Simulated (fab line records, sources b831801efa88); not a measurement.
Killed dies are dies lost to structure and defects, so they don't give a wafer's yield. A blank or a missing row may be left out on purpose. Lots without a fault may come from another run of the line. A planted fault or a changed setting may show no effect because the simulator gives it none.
fab line records | flow gf180mcu
record lots=13 wafers=39 last_day=32
route steps=602 shown CONTACT@302 M1@331 V1@349
lots that met no fault: from a run of the same line without faults
start_h: hours from the record's first day to the start of the lot's first wafer shown | wait_h: hours since the lot's step before | " the same as in the row above | L1.1+2: a row that stands for several wafers | - no value, or no start given | * or withheld: withheld | < > ~ a bound
route shown NAME@n: a module of which the file shows steps, and the number in the route of the first | usual: mean/standard deviation of fault-free wafers | same: alike in all rows | chamber/n: place in a boat | sites: the reading at each site | _std_site: their standard deviation | _edge_site: outer sites' mean less inner sites' | radius_mm: how far each site lies from the wafer's centre | mask NAME#n: copy n | behind: the tool/chamber that last shaped the wafer | hold: why the lot was held/for how many hours/how that ended | device: the transistor (n, p or np) that didn't switch | end of line: the same wafers' tests at the end of the route | a step without rows: its recipe alone | killed: dies lost to structure and defects at the first sort, not the wafer's yield | map: a wafer's dies, x killed, . not, _ none there
set.NAME: the setting as run; set.NAME@STEP: as run at that earlier step | model.NAME: the simulator's own value behind a step, which no gauge read
steps of the route over a sample of lots; a table a step, a row a wafer
services: from which hour (start_h, from the record's first day; less than 0 if before it) a tool's chamber was out of use, for how many hours, and why
## steps
# step GF_CONTACT_OVL_MEAS_15
# usual CONTACT_OVL=0/5.7
# columns lot.wafer tool chamber start_h wait_h CONTACT_OVL[nm]
L262.1 overlay-02 - 361.99 0.1 -5
L262.2 " - " " -8
L262.6 " - " " -6
L263.3 overlay-02 - 373.70 0.1 -15
L263.4 " - " " -9
L263.6 " - " " -8
L264.1 overlay-01 - 379.20 0.1 -4
L264.4 " - " " -10
L264.5 " - " " -6
L265.2 overlay-01 - 387.35 0.1 -2
L265.3 " - " " 3
L265.5 " - " " -2
L266.2 overlay-02 - 392.86 0.1 -4
L266.4 " - " " -1
L266.5 " - " " -2
L267.2 overlay-02 - 412.21 0.1 0
L267.4 " - " " -9
L267.5 " - " " 4
L268.2 overlay-02 - 412.72 0.1 5
L268.5 " - " " -1
L268.6 " - " " 5
L269.3 overlay-01 - 422.53 0.1 -6
L269.4 " - " " -7
L269.6 " - " " -4
L271.1 overlay-01 - 441.05 0.1 4
L271.2 " - " " 9
L271.4 " - " " 10
L272.1 overlay-02 - 449.59 0.1 12
L272.3 " - " " 4
L272.4 " - " " 3
L273.3 overlay-02 - 458.37 0.1 -1
L273.4 " - " " 2
L273.6 " - " " -1
L277.1 overlay-02 - 495.10 0.1 18
L277.3 " - " " 9
L277.6 " - " " 8
L278.2 overlay-01 - 502.00 0.1 6
L278.5 " - " " -5
L278.6 " - " " 5
# step GF_M1_METAL_ETCH_16
# recipe chemistry=Cl2/BCl3 mask_material=KrF target_depth_nm=750.8 stop_on=SiO2 pressure_mtorr=8 icp_w=800 bias_w=140 Cl2_flow_sccm=80 bcl3_flow_sccm=40 time_s=125.1
# usual drypump_motor_current_A=6.0/0.48 oes_product_au=0.992/0.0068 throttle_valve_pct=28.227/0.01
# same time_s=125.1
# columns lot.wafer tool chamber start_h wait_h drypump_motor_current_A oes_product_au rf_hours_counter_h throttle_valve_pct
L262.1 rie_metal-01 0 386.12 0.0 5.0 0.993 0 28.227
L262.2 " 1 " " 6.3 0.997 11 28.228
L262.6 " 1 " " 6.3 0.984 - 28.228
L263.3 rie_metal-01 1 398.08 0.1 6.3 0.992 - 28.219
L263.4 " 0 " " 5.0 0.995 - 28.213
L263.6 " 1 " " 6.3 0.988 - 28.231
L264.1 rie_metal-01 1 403.99 0.0 6.3 0.981 11 28.236
L264.4 " 1 " " 6.3 0.998 - 28.217
L264.5 " 0 " " 5.0 0.995 - 28.218
L265.2 rie_metal-04 1 411.89 0.0 6.2 0.993 13 28.225
L265.3 " 1 " " 6.2 0.989 - 28.220
L265.5 " 0 " " 5.8 0.979 - 28.236
L266.2 rie_metal-04 0 418.88 0.0 5.8 0.968 6 28.241
L266.4 " 0 " " 5.8 0.987 - 28.236
L266.5 " 0 " " 5.8 0.984 - 28.237
L267.2 rie_metal-01 1 438.53 0.0 6.3 0.995 12 28.230
L267.4 " 0 " " 5.0 1.003 - 28.229
L267.5 " 1 " " 6.2 0.985 - 28.212
L268.2 rie_metal-04 0 438.80 0.0 5.8 0.997 7 28.233
L268.5 " 0 " " 5.8 0.987 - 28.254
L268.6 " 1 " " 6.1 1.004 - 28.235
L269.3 rie_metal-03 1 447.96 0.1 6.2 1.001 - 28.227
L269.4 " 0 " " 6.4 0.996 - 28.227
L269.6 " 0 " " 6.4 0.995 - 28.218
L271.1 rie_metal-01 1 466.78 0.0 6.3 0.987 0 28.238
L271.2 " 0 " " 5.1 0.997 2 28.225
L271.4 " 1 " " 6.3 0.989 - 28.247
L272.1 rie_metal-03 1 475.73 0.0 6.1 1.003 10 28.229
L272.3 " 0 " " 6.4 0.997 - 28.218
L272.4 " 1 " " 6.2 0.990 - 28.234
L273.3 rie_metal-04 0 483.66 0.1 5.8 0.983 - 28.230
L273.4 " 0 " " 5.8 0.987 - 28.233
L273.6 " 0 " " 5.8 0.987 - 28.231
L277.1 rie_metal-04 0 520.17 0.0 5.8 0.976 10 28.238
L277.3 " 0 " " 5.8 0.980 - 28.248
L277.6 " 0 " " 5.8 0.977 - 28.254
L278.2 rie_metal-03 1 527.07 0.0 6.2 0.833 12 28.385
L278.5 " 0 " " 6.4 0.839 - 28.402
L278.6 " 1 " " 6.2 0.990 - 28.244
# step GF_M1_STRIP_17
# recipe chemistry=O2/N2 power_w=1400 pressure_mtorr=1500 platen_temp_c=250 o2_flow_sccm=3000 n2_flow_sccm=300 overash_fraction=0.5
# usual drypump_motor_current_A=5.6/0.48 heater_power_w=346/59 o2_flow_sccm=3001/9.5 oes_product_au=0.536/0.0048 strip_time_to_endpoint_s=7.34/0.06
# columns lot.wafer tool chamber start_h wait_h drypump_motor_current_A heater_power_w o2_flow_sccm oes_product_au rf_hours_counter_h strip_time_to_endpoint_s
L262.1 plasma_asher-01 1 386.25 0.1 5.7 342 3002 0.534 28 7.31
L262.2 " 0 " " 6.2 422 3005 0.539 28 7.33
L262.6 " 1 " " 5.7 331 3001 0.538 - 7.36
L263.3 plasma_asher-01 1 398.20 0.1 5.7 336 3007 0.537 - 7.35
L263.4 " 0 " " 6.2 431 3005 0.533 - 7.26
L263.6 " 0 " " 6.2 428 3012 0.540 - 7.37
L264.1 plasma_asher-02 0 404.11 0.1 5.1 310 2995 0.539 53 7.44
L264.4 " 0 " " 5.1 319 3006 0.543 - 7.41
L264.5 " 0 " " 5.2 314 3004 0.539 - 7.31
L265.2 plasma_asher-03 1 412.06 0.1 6.1 282 2985 0.542 82 7.31
L265.3 " 1 " " 6.1 288 3004 0.537 - 7.31
L265.5 " 1 " " 6.1 287 3000 0.533 - 7.48
L266.2 plasma_asher-03 0 419.05 0.1 5.1 271 2998 0.538 83 7.42
L266.4 " 0 " " 5.1 273 2999 0.532 - 7.37
L266.5 " 0 " " 5.0 268 3012 0.538 - 7.45
L267.2 plasma_asher-03 1 438.66 0.1 6.1 294 2987 0.542 85 7.38
L267.4 " 0 " " 5.0 264 2997 0.543 - 7.28
L267.5 " 0 " " 5.0 275 2978 0.531 - 7.34
L268.2 plasma_asher-01 0 438.93 0.1 6.2 434 2997 0.543 33 7.43
L268.5 " 0 " " 6.3 424 3000 0.547 - 7.44
L268.6 " 1 " " 5.7 339 3010 0.536 - 7.29
L269.3 plasma_asher-02 1 448.08 0.1 5.2 410 3008 0.537 - 7.29
L269.4 " 0 " " 5.1 307 3006 0.542 - 7.30
L269.6 " 0 " " 5.1 314 3001 0.529 - 7.31
L271.1 plasma_asher-02 1 466.90 0.1 5.2 415 3002 0.541 60 7.40
L271.2 " 0 " " 5.1 310 2995 0.530 60 7.27
L271.4 " 1 " " 5.2 421 3013 0.531 - 7.35
L272.1 plasma_asher-01 1 475.86 0.1 5.7 334 3004 0.536 37 7.32
L272.3 " 1 " " 5.7 338 3008 0.536 - 7.35
L272.4 " 0 " " 6.3 424 3003 0.538 - 7.35
L273.3 plasma_asher-01 0 483.87 0.2 6.2 414 3013 0.529 - 7.40
L273.4 " 1 " " 5.7 327 3003 0.536 - 7.39
L273.6 " 0 " " 6.2 427 3004 0.538 - 7.40
L277.1 plasma_asher-01 0 520.35 0.1 6.2 428 2996 0.536 43 7.48
L277.3 " 1 " " 5.8 334 3008 0.543 - 7.46
L277.6 " 1 " " 5.8 336 3004 0.539 - 7.49
L278.2 plasma_asher-01 0 527.20 0.1 6.2 429 2987 0.565 44 8.09
L278.5 " 0 " " 6.2 417 2982 0.566 - 8.10
L278.6 " 1 " " 5.7 338 2997 0.537 - 7.28
# step GF_V1_CD_MEAS_14
# recipe target_cd_nm=260
# usual cd_nm=260.4/1.1
# columns lot.wafer tool chamber start_h wait_h cd_nm
L262.1 cd_sem-01 - 409.91 0.1 260.4
L262.2 " - " " 260.2
L262.6 " - " " 260.9
L263.3 cd_sem-01 - 422.47 0.1 258.3
L263.4 " - " " 257.5
L263.6 " - " " 258.2
L264.1 cd_sem-02 - 429.01 0.1 260.4
L264.4 " - " " 260.7
L264.5 " - " " 261.4
L265.2 cd_sem-02 - 437.40 0.1 260.9
L265.3 " - " " 261.4
L265.5 " - " " 261.6
L266.2 cd_sem-02 - 444.76 0.1 260.4
L266.4 " - " " 259.1
L266.5 " - " " 260.5
L267.2 cd_sem-02 - 464.66 0.1 259.7
L267.4 " - " " 259.1
L267.5 " - " " 259.0
L268.2 cd_sem-01 - 464.75 0.1 258.8
L268.5 " - " " 258.4
L268.6 " - " " 259.4
L269.3 cd_sem-02 - 473.18 0.1 260.4
L269.4 " - " " 260.0
L269.6 " - " " 259.2
L271.1 cd_sem-02 - 492.39 0.1 259.8
L271.2 " - " " 259.0
L271.4 " - " " 260.5
L272.1 cd_sem-02 - 501.18 0.1 261.1
L272.3 " - " " 259.8
L272.4 " - " " 260.8
L273.3 cd_sem-02 - 508.75 0.1 261.0
L273.4 " - " " 260.5
L273.6 " - " " 260.6
L277.1 cd_sem-01 - 544.53 0.1 260.9
L277.3 " - " " 260.8
L277.6 " - " " 259.4
L278.6 cd_sem-01 - 550.99 0.1 260.1
# step GF_V1_ETCH_16
# recipe chemistry=N2/H2 target_depth_a=withheld overetch_a=withheld time_s=withheld target=BARC ion_energy_ev=200 source_w=500 bias_w=100 pressure_mtorr=30 n2_flow_sccm=100 h2_flow_sccm=200
# usual drypump_motor_current_A=5.8/0.53 oes_product_au=0.855/0.0046 throttle_valve_pct=13.225/0.0099
# columns lot.wafer tool chamber start_h wait_h drypump_motor_current_A oes_product_au throttle_valve_pct
L262.1 rie_diel-02 2 410.07 0.0 6.1 0.850 13.228
L262.2 " 3 " " 5.5 0.849 13.222
L262.6 " 3 " " 5.5 0.864 13.230
L263.3 rie_diel-02 1 422.59 0.0 6.0 0.859 13.229
L263.4 " 3 " " 5.5 0.857 13.221
L263.6 " 0 " " 6.4 0.859 13.217
L264.1 rie_diel-03 0 429.17 0.0 6.4 0.853 13.222
L264.4 " 3 " " 5.5 0.848 13.244
L264.5 " 1 " " 4.9 0.851 13.209
L265.2 rie_diel-02 2 437.53 0.0 6.1 0.859 13.237
L265.3 " 0 " " 6.4 0.856 13.224
L265.5 " 1 " " 6.1 0.847 13.213
L266.2 rie_diel-03 1 444.90 0.0 4.9 0.857 13.241
L266.4 " 3 " " 5.5 0.844 13.230
L266.5 " 1 " " 4.9 0.856 13.244
L267.2 rie_diel-03 2 464.80 0.0 5.8 0.860 13.226
L267.4 " 0 " " 6.4 0.852 13.215
L267.5 " 1 " " 4.8 0.853 13.227
L268.2 rie_diel-01 2 464.88 0.0 5.0 0.856 13.247
L268.5 " 2 " " 5.0 0.856 13.234
L268.6 " 1 " " 6.2 0.856 13.201
L269.3 rie_diel-02 0 473.30 0.0 6.4 0.855 13.214
L269.4 " 2 " " 6.1 0.856 13.235
L269.6 " 0 " " 6.4 0.854 13.227
L271.1 rie_diel-03 1 492.55 0.0 4.9 0.864 13.243
L271.2 " 2 " " 5.8 0.864 13.231
L271.4 " 0 " " 6.4 0.859 13.230
L272.1 rie_diel-02 2 501.33 0.0 6.1 0.856 13.222
L272.3 " 0 " " 6.4 0.858 13.222
L272.4 " 3 " " 5.5 0.855 13.218
L273.3 rie_diel-02 0 508.87 0.0 6.4 0.850 13.215
L273.4 " 3 " " 5.4 0.862 13.221
L273.6 " 1 " " 6.1 0.859 13.224
L277.1 rie_diel-02 1 544.68 0.0 6.0 0.859 13.215
L277.3 " 2 " " 6.1 0.853 13.237
L277.6 " 1 " " 6.0 0.856 13.230
L278.6 rie_diel-01 1 551.07 0.0 6.2 0.856 13.217
## services
# columns tool chamber start_h hours kind
rie_diel-03 0 362.85 3.9 repair
plasma_asher-01 - 372.17 0.5 repair
rie_diel-01 1 381.34 30.1 repair
rie_metal-04 0 385.05 15.4 repair
rie_diel-02 0 385.91 13.5 repair
rie_metal-01 - 449.90 2.8 pm
rie_diel-02 1 453.72 32.0 repair
rie_diel-01 3 455.72 16.1 repair
rie_diel-02 3 476.62 7.0 repair
rie_diel-01 2 477.68 10.7 repair
rie_diel-01 - 477.79 1.2 repair
rie_metal-01 - 478.54 0.7 repair
rie_diel-02 2 482.07 7.0 repair
rie_diel-03 0 483.54 4.2 repair
rie_diel-03 - 484.28 2.8 pm
plasma_asher-02 - 490.70 4.3 pm
plasma_asher-02 - 497.60 28.1 pm
rie_diel-01 - 498.79 2.8 pm
rie_metal-03 - 500.70 0.3 repair
rie_diel-02 3 513.46 3.3 repair
rie_diel-02 3 516.75 - clean
rie_diel-02 3 516.75 15.8 scheduled_down
rie_diel-02 3 516.75 15.8 vent_cycle
plasma_asher-02 - 549.54 0.4 repair
## key
first_sign step=GF_M1_METAL_ETCH_16 reading=oes_product_au direction=down sigmas=23 usual=0.992 struck=0.836
effect step=GF_M1_METAL_ETCH_16 reading=throttle_valve_pct direction=up sigmas=17 usual=28.227 struck=28.393
effect step=GF_M1_STRIP_17 reading=strip_time_to_endpoint_s direction=up sigmas=12 usual=* struck=*
met_at GF_M1_METAL_ETCH_16
struck_lots L278
struck_wafers L278.2,L278.5
later_rows_left_out L278.2,L278.5
sort_left_out L278.2,L278.5
not_acting_at GF_CONTACT_OVL_MEAS_15,GF_V1_CD_MEAS_14,GF_V1_ETCH_16
onset_between 475.73 527.07
fault kind=process_parameter_drift tool=rie_metal-03 chamber=- onset_h=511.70 steps=GF_M1_METAL_ETCH_16 channel=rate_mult offset=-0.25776 shape=step end_h=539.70 scope=struck_wafers_only
# sort_left_out: the simulated sort isn't trusted on such a fault, so these wafers' sort isn't shown, and their yield isn't known
# later_rows_left_out: the simulator's readings of these wafers behind a module that went badly wrong aren't trusted and aren't shown, but for the sort
